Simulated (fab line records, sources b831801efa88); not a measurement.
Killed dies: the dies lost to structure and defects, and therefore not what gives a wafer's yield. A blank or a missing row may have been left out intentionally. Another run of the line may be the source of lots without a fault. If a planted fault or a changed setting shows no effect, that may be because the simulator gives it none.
fab line records | flow gf180mcu
record lots=12 wafers=36 lastDay=34
route steps=602 shown LVPWELL@65 MVSD@74 MVPSD@85 HV_LDD@198
lots that met no fault: from a run of the same line without faults
startH: hours from the record's first day to the start of the lot's first wafer shown | waitH: hours since the lot's step before | " repeats the value in the row above | L1.1+2: a row that stands for several wafers | - no value, or no start was given | * or withheld: withheld | < > ~ a bound
route shown NAME@n: a module of which the file shows steps, and the number in the route of the first | usual: the fault-free wafers' mean and standard deviation | same: alike in all rows | chamber/n: place in a boat | sites: per-site readings | _std_site: the standard deviation of these | _edge_site: mean of outer sites minus mean of inner sites | radiusMm: how far each site lies from the wafer's centre | mask NAME#n: copy n | behind: the tool/chamber that last shaped the wafer | hold: the reason the lot was held/the length of the hold in hours/how it ended | device: the transistor (n, p or np) that didn't switch | end of line: the tests these same wafers got at the end of their route | where a step has no rows: the recipe by itself | killed: count of dies lost to structure and defects at first sort (not the wafer's yield) | map: the dies of a wafer, with x for killed, . for not killed, _ for no die there
set.NAME: the setting the step ran with; set.NAME@STEP: the setting that earlier step ran with | model.NAME: the simulator's own value behind a step, which no gauge read
steps of the route over a sample of lots; a table a step, a row a wafer
services: when a tool's chamber went out of use (startH, in hours from the record's first day, below 0 if earlier), for how many hours, and the reason
## steps
# step GF_LVPWELL_TW_MEAS_11
# usual LVPWELL_TW=566/3
# columns lot.wafer tool chamber startH waitH LVPWELL_TW
L159.1 filmMetro-03 - 67.40 0.1 564
L159.2 " - " " 565
L159.3 " - " " 563
L160.3 filmMetro-01 - 73.57 0.1 565
L160.4 " - " " 568
L160.6 " - " " 570
L161.2 filmMetro-02 - 80.29 0.1 562
L161.3 " - " " 564
L161.6 " - " " 565
L162.1 filmMetro-03 - 90.20 0.1 567
L162.2 " - " " 568
L162.5 " - " " 565
L163.2 filmMetro-02 - 98.94 0.1 562
L163.3 " - " " 568
L163.6 " - " " 565
L165.1 filmMetro-03 - 103.18 0.1 564
L165.3 " - " " 564
L165.5 " - " " 565
L166.1 filmMetro-01 - 112.20 0.1 569
L166.2 " - " " 570
L166.3 " - " " 567
L172.1 filmMetro-03 - 142.46 0.1 568
L172.4 " - " " 564
L172.6 " - " " 565
L176.3 filmMetro-02 - 164.63 0.1 561
L176.4 " - " " 562
L176.6 " - " " 566
L179.2 filmMetro-01 - 183.01 0.1 567
L179.5 " - " " 569
L179.6 " - " " 568
L180.2 filmMetro-01 - 188.51 0.1 572
L180.5 " - " " 568
L180.6 " - " " 568
L182.1 filmMetro-02 - 202.65 0.1 557
L182.2 " - " " 559
L182.5 " - " " 556
# step GF_MVSD_IMPLANT_08
# recipe species=P energyKev=400 doseCm2=1.6e+13 tiltDeg=0
# usual beamEnergyKeV=400.00/0.13
# columns lot.wafer tool chamber startH waitH beamEnergyKeV
L159.1 implanter-01 0 80.87 0.0 399.98
L159.2 " 0 " " 399.86
L159.3 " 0 " " 399.92
L160.3 implanter-02 0 87.67 0.1 400.08
L160.4 " 0 " " 400.03
L160.6 " 0 " " 400.06
L161.2 implanter-03 0 94.03 0.0 400.18
L161.3 " 0 " " 399.98
L161.6 " 0 " " 400.01
L162.1 implanter-02 0 103.90 0.0 399.76
L162.2 " 0 " " 399.83
L162.5 " 0 " " 399.95
L163.2 implanter-02 0 113.77 0.0 346.34
L163.3 " 0 " " 346.26
L163.6 " 0 " " 346.29
L165.1 implanter-02 0 117.17 0.0 346.29
L165.3 " 0 " " 346.11
L165.5 " 0 " " 346.13
L166.1 implanter-03 0 126.47 0.0 399.90
L166.2 " 0 " " 399.94
L166.3 " 0 " " 399.90
L172.1 implanter-03 0 157.91 0.0 400.32
L172.4 " 0 " " 400.17
L172.6 " 0 " " 400.15
L176.3 implanter-02 0 181.02 0.1 400.08
L176.4 " 0 " " 400.10
L176.6 " 0 " " 400.04
L179.2 implanter-02 0 199.64 0.0 399.97
L179.5 " 0 " " 399.97
L179.6 " 0 " " 400.04
L180.2 implanter-03 0 205.58 0.0 399.89
L180.5 " 0 " " 399.97
L180.6 " 0 " " 399.78
L182.1 implanter-02 0 220.30 0.0 399.98
L182.2 " 0 " " 400.04
L182.5 " 0 " " 400.23
# step GF_MVSD_TW_MEAS_11
# usual MVSD_TW=1596/8
# columns lot.wafer tool chamber startH waitH MVSD_TW
L159.1 filmMetro-01 - 81.27 0.1 1608
L159.2 " - " " 1601
L159.3 " - " " 1611
L160.3 filmMetro-01 - 88.04 0.1 1611
L160.4 " - " " 1599
L160.6 " - " " 1617
L161.2 filmMetro-03 - 94.42 0.1 1601
L161.3 " - " " 1592
L161.6 " - " " 1605
L162.1 filmMetro-02 - 104.30 0.1 1591
L162.2 " - " " 1592
L162.5 " - " " 1582
L163.2 filmMetro-01 - 114.16 0.1 1588
L163.3 " - " " 1575
L163.6 " - " " 1583
L165.1 filmMetro-02 - 117.57 0.1 1570
L165.3 " - " " 1576
L165.5 " - " " 1558
L166.1 filmMetro-02 - 126.87 0.1 1592
L166.2 " - " " 1598
L166.3 " - " " 1593
L172.1 filmMetro-03 - 158.31 0.1 1600
L172.4 " - " " 1606
L172.6 " - " " 1600
L176.3 filmMetro-01 - 181.43 0.1 1604
L176.4 " - " " 1598
L176.6 " - " " 1605
L179.2 filmMetro-03 - 200.03 0.1 1599
L179.5 " - " " 1596
L179.6 " - " " 1595
L180.2 filmMetro-03 - 205.96 0.1 1601
L180.5 " - " " 1600
L180.6 " - " " 1594
L182.1 filmMetro-03 - 220.70 0.1 1604
L182.2 " - " " 1598
L182.5 " - " " 1607
# step GF_MVPSD_OVL_MEAS_07
# usual MVPSD_OVL=0.9/1.3
# columns lot.wafer tool chamber startH waitH MVPSD_OVL[nm]
L159.1 overlay-01 - 94.67 - 1.2
L159.2 " - " " -0.1
L159.3 " - " " 0.8
L160.3 overlay-01 - 102.03 - 1.0
L160.4 " - " " 2.4
L160.6 " - " " -0.2
L161.2 overlay-01 - 108.08 - 0.4
L161.3 " - " " 0.2
L161.6 " - " " 0.3
L162.1 overlay-01 - 119.08 - 0.7
L162.2 " - " " 0.9
L162.5 " - " " 0.6
L163.2 overlay-01 - 128.80 - 0.5
L163.3 " - " " 1.6
L163.6 " - " " 1.8
L165.1 overlay-01 - 132.67 - -1.0
L165.3 " - " " 0.8
L165.5 " - " " 0.8
L166.1 overlay-01 - 141.67 - 2.0
L166.2 " - " " 1.6
L166.3 " - " " 1.1
L172.1 overlay-02 - 174.42 - 0.7
L172.4 " - " " 0.7
L172.6 " - " " 0.4
L176.3 overlay-01 - 199.24 - 0.6
L176.4 " - " " 2.1
L176.6 " - " " 1.5
L179.2 overlay-02 - 217.67 - 2.4
L179.5 " - " " 2.7
L179.6 " - " " 3.4
L180.2 overlay-02 - 223.77 - 0.8
L180.5 " - " " 1.7
L180.6 " - " " 1.5
L182.1 overlay-01 - 239.22 - 0.6
L182.2 " - " " 0.8
L182.5 " - " " 2.6
# step GF_VT_IMPLANT_RS_MEAS_46
# recipe thkMeasGauge=four-point-probe
# usual MVSD_RS=456.4/1.1
# columns lot.wafer tool chamber startH waitH MVSD_RS[ohm/sq]
L159.1 filmMetro-01 - 154.73 0.1 456.5
L159.2 " - " " 455.6
L159.3 " - " " 456.5
L160.3 filmMetro-02 - 163.25 0.1 456.3
L160.4 " - " " 456.0
L160.6 " - " " 455.3
L161.2 filmMetro-02 - 169.63 0.1 457.3
L161.3 " - " " 455.5
L161.6 " - " " 457.7
L162.1 filmMetro-03 - 181.15 0.1 457.1
L162.2 " - " " 454.8
L162.5 " - " " 456.6
L163.2 filmMetro-03 - 192.58 0.1 470.1
L163.3 " - " " 470.3
L163.6 " - " " 469.4
L165.1 filmMetro-02 - 199.10 0.1 469.8
L165.3 " - " " 470.8
L165.5 " - " " 469.2
L166.1 filmMetro-02 - 208.13 0.1 456.4
L166.2 " - " " 455.9
L166.3 " - " " 456.0
L172.1 filmMetro-01 - 244.72 0.1 456.4
L172.4 " - " " 457.3
L172.6 " - " " 457.3
L176.3 filmMetro-02 - 273.03 0.1 457.9
L176.4 " - " " 459.1
L176.6 " - " " 457.2
L179.2 filmMetro-02 - 293.37 0.1 457.4
L179.5 " - " " 456.7
L179.6 " - " " 457.6
L180.2 filmMetro-03 - 300.98 0.1 454.6
L180.5 " - " " 454.4
L180.6 " - " " 455.3
L182.1 filmMetro-01 - 318.03 0.1 453.7
L182.2 " - " " 456.0
L182.5 " - " " 455.3
# step GF_HV_LDD_STRIP_22
# recipe chemistry=O2/N2 powerW=1400 pressureMtorr=1500 platenTempC=250 o2FlowSccm=3000 n2FlowSccm=300 overashFraction=0.5
# usual chamberPressureMTorr=1499.9/1.4 drypumpMotorCurrentA=5.82/0.29 heaterPowerW=326/31 oesProductAu=0.715/0.0045 stripTimeToEndpointS=12.617/0.028
# columns lot.wafer tool chamber startH waitH chamberPressureMTorr drypumpMotorCurrentA heaterPowerW oesProductAu rfHoursCounterH stripTimeToEndpointS
L159.1 plasmaAsher-03 0 235.32 0.1 1499.0 6.01 313 0.710 44 12.617
L159.2 " 1 " " 1499.9 5.86 297 0.721 44 12.571
L159.3 " 0 " " 1500.7 6.01 313 0.718 - 12.614
L160.3 plasmaAsher-03 1 241.02 0.1 1499.9 5.87 287 0.717 - 12.645
L160.4 " 0 " " 1497.8 6.03 315 0.716 - 12.656
L160.6 " 0 " " 1501.2 6.00 316 0.721 - 12.627
L161.2 plasmaAsher-03 0 248.35 0.1 1501.2 6.01 303 0.713 46 12.642
L161.3 " 0 " " 1497.3 6.00 324 0.722 - 12.628
L161.6 " 1 " " 1502.8 5.86 292 0.714 - 12.630
L162.1 plasmaAsher-03 1 263.79 0.1 1501.3 5.89 293 0.721 48 12.632
L162.2 " 0 " " 1499.6 6.03 318 0.712 48 12.601
L162.5 " 0 " " 1501.3 5.99 318 0.715 - 12.657
L163.2 plasmaAsher-02 1 273.17 0.1 1498.0 5.82 330 0.716 62 12.633
L163.3 " 1 " " 1498.7 5.85 324 0.714 - 12.597
L163.6 " 0 " " 1499.7 5.45 376 0.715 - 12.649
L165.1 plasmaAsher-02 1 279.50 0.1 1499.3 5.86 339 0.721 62 12.587
L165.3 " 0 " " 1499.7 5.44 376 0.714 - 12.533
L165.5 " 0 " " 1501.4 5.43 371 0.709 - 12.580
L166.1 plasmaAsher-02 0 292.17 0.1 1500.3 5.44 384 0.719 64 12.577
L166.2 " 1 " " 1500.2 5.81 324 0.713 64 12.581
L166.3 " 0 " " 1501.1 5.42 370 0.721 - 12.594
L172.1 plasmaAsher-01 0 334.80 0.1 1500.2 6.81 360 0.716 23 12.608
L172.4 " 0 " " 1500.2 6.83 359 0.722 - 12.664
L172.6 " 0 " " 1498.5 6.83 355 0.711 - 12.650
L176.3 plasmaAsher-03 0 363.72 0.1 1500.4 5.98 307 0.718 - 12.602
L176.4 " 1 " " 1499.3 5.88 290 0.713 - 12.626
L176.6 " 0 " " 1501.8 5.99 318 0.718 - 12.596
L179.2 plasmaAsher-02 1 387.12 0.1 1499.3 5.82 334 0.709 74 12.632
L179.5 " 0 " " 1501.5 5.43 378 0.710 - 12.640
L179.6 " 1 " " 1501.6 5.82 320 0.712 - 12.662
L180.2 plasmaAsher-02 0 398.75 0.1 1499.9 5.46 380 0.717 75 12.620
L180.5 " 1 " " 1500.1 5.85 323 0.712 - 12.668
L180.6 " 0 " " 1498.8 5.45 363 0.724 - 12.643
L182.1 plasmaAsher-03 1 414.84 0.1 1499.1 5.88 288 0.724 63 12.641
L182.2 " 0 " " 1498.2 6.01 321 0.717 63 12.631
L182.5 " 0 " " 1501.9 6.00 316 0.713 - 12.679
## services
# columns tool chamber startH hours kind
implanter-03 - 64.64 0.6 repair
plasmaAsher-02 - 73.39 1.2 repair
plasmaAsher-01 - 94.63 4.8 repair
plasmaAsher-01 - 99.46 14.6 pm
implanter-03 - 105.08 1.2 repair
plasmaAsher-02 - 105.82 0.8 repair
plasmaAsher-01 - 114.06 2.8 pm
plasmaAsher-01 - 116.81 9.0 pm
implanter-02 - 156.22 3.5 repair
implanter-03 - 168.55 2.5 pm
implanter-03 - 171.96 2.2 pm
implanter-02 - 195.38 4.1 repair
implanter-03 - 200.94 4.4 repair
implanter-02 - 204.79 3.9 pm
implanter-03 - 207.27 27.4 pm
implanter-02 - 208.77 1.6 repair
implanter-01 - 211.41 16.2 pm
implanter-01 - 232.48 5.4 pm
plasmaAsher-02 - 243.16 22.2 repair
implanter-03 - 243.81 2.1 repair
implanter-03 - 273.87 2.6 repair
implanter-02 - 300.66 6.8 repair
implanter-02 - 330.70 4.9 repair
plasmaAsher-03 - 345.01 2.8 pm
## key
firstSign step=GF_MVSD_IMPLANT_08 reading=beamEnergyKeV direction=down sigmas=99+ usual=400.00 struck=346.24
effect step=GF_MVSD_TW_MEAS_11 reading=MVSD_TW direction=down sigmas=2.7 usual=1596 struck=1575
effect step=GF_VT_IMPLANT_RS_MEAS_46 reading=MVSD_RS direction=up sigmas=12 usual=456.4 struck=470.0
metAt GF_MVSD_IMPLANT_08
struckLots L163,L165
testerLeftOut L163,L165
notActingAt GF_LVPWELL_TW_MEAS_11,GF_MVPSD_OVL_MEAS_07,GF_HV_LDD_STRIP_22
onsetBetween 103.90 113.77
fault kind=processParameterDrift tool=implanter-02 chamber=- onsetH=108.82 steps=GF_MVSD_IMPLANT_08 channel=energyKev offset=-53.807 shape=step endH=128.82 actsIn=theseRecipesOnly stated=400
# testerLeftOut: of these lots the tester's yield and bins aren't shown, on N5 and GAA mostly nor the transistor test; their killed dies are dies lost to structure and defects alone, not to doping, threshold or leakage, so they don't give the yield
